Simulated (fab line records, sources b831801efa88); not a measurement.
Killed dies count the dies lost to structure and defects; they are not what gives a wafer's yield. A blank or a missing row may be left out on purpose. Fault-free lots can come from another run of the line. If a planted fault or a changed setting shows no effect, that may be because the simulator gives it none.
Chamber matching    flow sky130    4 sister chambers for SKY_VIA1_ETCH_14 on rie_diel-03
The step etches BARC in N2/H2, stops on SiO2, time 45.9 s, target depth 60 nm. 8 wafers are shown with their chamber, then 12 later ones without.

## EACH WAFER AND ITS CHAMBER
wafer   chamber  oes_product_au (a.u.)  h2_flow_sccm (sccm)
L082.6  1        0.863                  200.7
L085.5  3        0.847                  199.4
L086.3  0        0.860                  200.3
L086.5  1        0.850                  200.6
L086.6  2        0.856                  200.6
L088.1  2        0.861                  199.9
L088.2  3        0.863                  200.5
L088.5  0        0.852                  200.0

## WAFERS WHOSE CHAMBER IS MISSING
wafer   oes_product_au (a.u.)  h2_flow_sccm (sccm)
L089.1  0.857                  200.1
L089.5  0.857                  199.5
L089.6  0.857                  200.5
L091.3  0.857                  200.6
L091.4  0.855                  200.9
L091.5  0.858                  200.1
L094.1  0.850                  200.2
L094.3  0.855                  200.3
L094.6  0.852                  199.9
L097.3  0.858                  200.1
L097.4  0.857                  199.1
L097.5  0.851                  199.9

## THE CHAMBER EACH PASSED THROUGH
wafer   from the rows above                in truth
L089.1  can't be placed: 0 or 2 or 3 or 1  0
L089.5  can't be placed: 3 or 0 or 2 or 1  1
L089.6  can't be placed: 1 or 2 or 0 or 3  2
L091.3  can't be placed: 1 or 2 or 0 or 3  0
L091.4  can't be placed: 1 or 2 or 0 or 3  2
L091.5  can't be placed: 0 or 2 or 3 or 1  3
L094.1  can't be placed: 0 or 3 or 2 or 1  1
L094.3  can't be placed: 0 or 2 or 3 or 1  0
L094.6  can't be placed: 3 or 0 or 2 or 1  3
L097.3  can't be placed: 0 or 2 or 3 or 1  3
L097.4  can't be placed: 3 or 0 or 2 or 1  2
L097.5  can't be placed: 3 or 0 or 2 or 1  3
Correct placement for 0 of the 12. Can't be placed from these rows: 12 (the true chamber is among the candidates in 12). Number placed wrongly: 0.
How it was worked out, from the rows above alone: a wafer's distance from a chamber is the root of the sum, over the readings, of the square of ((its reading less the chamber's mean) divided by the reading's scatter). The wafer belongs to the nearest chamber; if the next one is less than 2 further off, it can't be placed. The mean given for a chamber averages the wafers shown for that chamber. The scatter is the square root of a quotient: the sum, over the shown wafers, of each reading's squared deviation from its chamber's mean, divided by wafers minus chambers.
